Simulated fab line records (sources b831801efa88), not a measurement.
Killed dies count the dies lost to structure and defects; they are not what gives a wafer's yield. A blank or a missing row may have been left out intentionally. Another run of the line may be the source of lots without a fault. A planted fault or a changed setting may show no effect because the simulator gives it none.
8D (eight disciplines) problem report, filled in by code + flow sky130 + the parts of the form that need people (team, actions taken, sign-off) are left out

1. THE PROBLEM
tube center temp C at SKY_GATE_OXIDE_OXIDATION_16 reads a mean of 789.58 C on 6 wafers of 2 lots; wafers without a fault read 799.98 C with a standard deviation of 0.067. So: -99 or more standard deviations from the usual mean.
The step: stabilise 600 s, purge 300 s, target thk 3.57 nm.
Seen first at day 20 09:40 on furnace-01, wafer L989.1. Wafers with a number at this step in the record: 18, from 6 lots. Rule for "out" (also "out of limits"): further than 4 standard deviations from the usual mean. The rest of the wafers with a number are treated as sound.

2. WHAT THIS IS AND IS NOT
| question                    | is                                                                                                | is not                                                                   |
|-----------------------------|---------------------------------------------------------------------------------------------------|--------------------------------------------------------------------------|
| which readings at this step | tube center temp C, spike tc centre C, spike tc lower C, spike tc upper C, tube_center_temp_C_max | zone power centre pct                                                    |
| which lots                  | L989, L993                                                                                        | L985, L988, L996, L997                                                   |
| which wafers of those lots  | all that have a number                                                                            | -                                                                        |
| read on which tools         | furnace-01                                                                                        | furnace-02                                                               |
| when                        | from day 20 09:40                                                                                 | up to then (6 sound wafers); but 6 sound wafers of L996, L997 came after |

3. SUSPECTS, AND WHAT RULES EACH OUT
Counting: a tool at a process step up to the reading stays a suspect if it ran every lot that is out and no sound lot after the first of them.
- furnace-01 at SKY_GATE_OXIDE_OXIDATION_16 (stabilise 600 s, purge 300 s, target thk 3.57 nm): kept. All lots that are out passed through it, beginning with L989 at day 20 09:40, and no sound lot followed; its final sound lot before that point was L985 at day 17 17:17. Its own spike tc centre C, spike tc lower C, spike tc upper C, tube center temp C, tube_center_temp_C_max readings are out on those wafers.
Remaining after the count: furnace-01 at SKY_GATE_OXIDE_OXIDATION_16.

4. THE CAUSE (what the simulator had put in)
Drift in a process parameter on furnace-01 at SKY_GATE_OXIDE_OXIDATION_16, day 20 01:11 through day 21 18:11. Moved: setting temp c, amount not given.
After counting, this tool was the only one left.

5. THE CHAIN OF EFFECTS, in route order
Rows list readings where the struck wafers' mean (over those with a number) sits beyond 3 standard deviations from the usual. Only readings whose record carries a usual standard deviation are examined. hours: median over the lots of the time between each lot's start at the first step of this table that gives one and its start at this step. sigmas: the change, counted in usual standard deviations.
| hours | step                        | reading                | usual    | on struck wafers | change | sigmas      |
|-------|-----------------------------|------------------------|----------|------------------|--------|-------------|
| 0     | SKY_GATE_OXIDE_OXIDATION_16 | spike tc centre C      | 801.3 C  | 788.9            | -12.4  | -6.5        |
| 0     | SKY_GATE_OXIDE_OXIDATION_16 | spike tc lower C       | 800.8 C  | 790.0            | -10.8  | -11         |
| 0     | SKY_GATE_OXIDE_OXIDATION_16 | spike tc upper C       | 800.2 C  | 790.9            | -9.3   | -7.8        |
| 0     | SKY_GATE_OXIDE_OXIDATION_16 | tube center temp C     | 799.98 C | 789.58           | -10.40 | -99 or more |
| 0     | SKY_GATE_OXIDE_OXIDATION_16 | tube_center_temp_C_max | 802.0    | 791.5            | -10.5  | -30         |
Here are the process steps it includes:
- SKY_GATE_OXIDE_OXIDATION_16: stabilise 600 s, purge 300 s, target thk 3.57 nm.

6. WHAT WOULD HAVE CAUGHT IT SOONER
In this record no reading fell out of limits until day 20 09:40, 8 hours after the fault had begun at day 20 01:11.
